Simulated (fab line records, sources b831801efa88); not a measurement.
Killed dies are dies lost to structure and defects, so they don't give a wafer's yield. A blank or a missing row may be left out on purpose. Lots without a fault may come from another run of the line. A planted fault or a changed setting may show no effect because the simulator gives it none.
Which tool did it? | flow sky130 | 10 lots, 30 wafers sampled, at 3 steps of a route of 708

WHAT THE GAUGES READ, wafer by wafer
SKY_NWELL_THK_MEAS_02. Usual: NWELL_OXIDATION_THK 9.94 nm, standard deviation 0.18.
lot  | measured    | on            | NWELL_OXIDATION_THK (nm) | flag
L632 | day 2 12:04 | film_metro-04 | 10.02 10.13 9.95         |
L640 | day 4 08:31 | film_metro-04 | 10.74 10.78 10.73        | OFF
L643 | day 4 22:54 | film_metro-04 | 10.69 10.63 10.58        | OFF
L646 | day 5 12:23 | film_metro-02 | 9.71 9.63 9.76           |
L647 | day 5 17:02 | film_metro-02 | 10.01 10.06 9.95         |
L648 | day 5 22:32 | film_metro-02 | 10.31 10.29 10.29        |
L649 | day 6 04:19 | film_metro-02 | 10.04 9.88 9.78          |
L651 | day 6 18:54 | film_metro-02 | 10.05 9.92 9.88          |
L652 | day 7 10:34 | film_metro-02 | 10.35 10.09 9.96         |
L654 | day 7 10:34 | film_metro-03 | 9.93 9.92 9.98           |

SKY_PWDE_TW_MEAS_10. Usual: PWDE_TW 372, standard deviation 4.2.
lot  | measured    | on            | PWDE_TW     | flag
L632 | day 3 18:52 | film_metro-04 | 367 369 368 |
L640 | day 5 19:54 | film_metro-04 | 367 367 368 |
L643 | day 6 10:10 | film_metro-04 | 366 367 366 |
L646 | day 7 01:22 | film_metro-03 | 378 375 375 |
L647 | day 7 06:34 | film_metro-02 | 372 370 370 |
L648 | day 7 12:25 | film_metro-04 | 370 368 368 |
L649 | day 7 18:33 | film_metro-03 | 378 377 375 |
L651 | day 8 11:16 | film_metro-03 | 377 377 377 |
L652 | day 9 04:16 | film_metro-02 | 371 370 373 |
L654 | day 9 04:30 | film_metro-04 | 372 370 370 |

WHICH TOOL RAN EACH LOT (tool, then ch and the chambers of the sampled wafers, then the start)
lot  | SKY_FIELD_ISO_ETCH_17
L632 | rie_si-01 ch 0,2,3, day 2 04:48
L640 | rie_si-01 ch 0,1,3, day 4 00:23
L643 | rie_si-01 ch 0,3, day 4 15:35
L646 | rie_si-01 ch 0,1,2, day 5 06:25
L647 | rie_si-02 ch 2,3, day 5 11:02
L648 | rie_si-02 ch 0,2,3, day 5 15:50
L649 | rie_si-02 ch 0,1,3, day 5 21:47
L651 | rie_si-01 ch 0,1,3, day 6 06:41
L652 | rie_si-02 ch 0,2,3, day 7 01:02
L654 | rie_si-01 ch 0,2,3, day 7 01:32
- SKY_FIELD_ISO_ETCH_17: etches Si in HBr/Cl2/O2, target depth 342 nm, time 97.7 s.

WHAT THE TOOLS THEMSELVES READ (means of the sampled wafers that have a number; where no wafer has one, the mark that the record gives instead)
SKY_FIELD_ISO_ETCH_17. Usual: drypump_motor_current_A 5.9 A, standard deviation 0.47; he_backside_leak_sccm 2.56 sccm, standard deviation 0.28; mfc_cl2_sccm 40.00 sccm, standard deviation 0.11; oes_product_au 0.993 a.u., standard deviation 0.014; throttle_valve_pct 25.661 %, standard deviation 0.013.
lot  | tool      | drypump_motor_current_A (A) | he_backside_leak_sccm (sccm) | mfc_cl2_sccm (sccm) | oes_product_au (a.u.) | throttle_valve_pct (%) | flag
L632 | rie_si-01 | 6.0                         | 2.79                         | 39.94               | 1.016                 | 25.646                 |
L640 | rie_si-01 | 6.3                         | 2.48                         | 40.05               | 1.007                 | 25.655                 |
L643 | rie_si-01 | 6.5                         | 2.55                         | 39.92               | 1.017                 | 25.642                 |
L646 | rie_si-01 | 5.8                         | 2.57                         | 40.02               | 0.999                 | 25.655                 |
L647 | rie_si-02 | 5.9                         | 2.38                         | 40.02               | 0.993                 | 25.660                 |
L648 | rie_si-02 | 6.0                         | 2.62                         | 39.99               | 0.988                 | 25.659                 |
L649 | rie_si-02 | 5.8                         | 2.53                         | 40.02               | 0.980                 | 25.679                 |
L651 | rie_si-01 | 6.3                         | 2.65                         | 39.96               | 0.999                 | 25.652                 |
L652 | rie_si-02 | 6.0                         | 2.60                         | 40.06               | 0.973                 | 25.679                 |
L654 | rie_si-01 | 6.0                         | 2.59                         | 40.01               | 0.996                 | 25.656                 |

THE ANSWER, worked out from the rows above alone
Rule: a lot is off if the mean of its wafers that have a number lies more than 3 standard deviations from the usual mean. A lot without any number at a reading at which 4 lots or more have one is off too. The other lots that the step has rows for count as sound. The gauges are gone through in route order, then the tools' own readings, and for those a lot's mean is taken as printed above. The first step at which some lot is off is used, and at that step the reading that is off furthest; a lot without a number counts as furthest.
Off: L640, L643, at SKY_NWELL_THK_MEAS_02 (NWELL_OXIDATION_THK).
A tool fits if, at a process step before that reading, it ran every lot that is off, and no sound lot after the first of them. The gauges at SKY_NWELL_THK_MEAS_02 are tried like those tools. One fits: film_metro-04 at SKY_NWELL_THK_MEAS_02. Its last sound lot is L632 (day 2 12:04), its first lot that is off L640 (day 4 08:31): a fault that began between those two fits.

WHAT THE SIMULATOR HAD PUT IN
Metrology matching offset: film_metro-04, from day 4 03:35 on, at SKY_NWELL_THK_MEAS_02. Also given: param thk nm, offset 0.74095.
Lots struck among those shown: L640, L643. The rule above found the same.
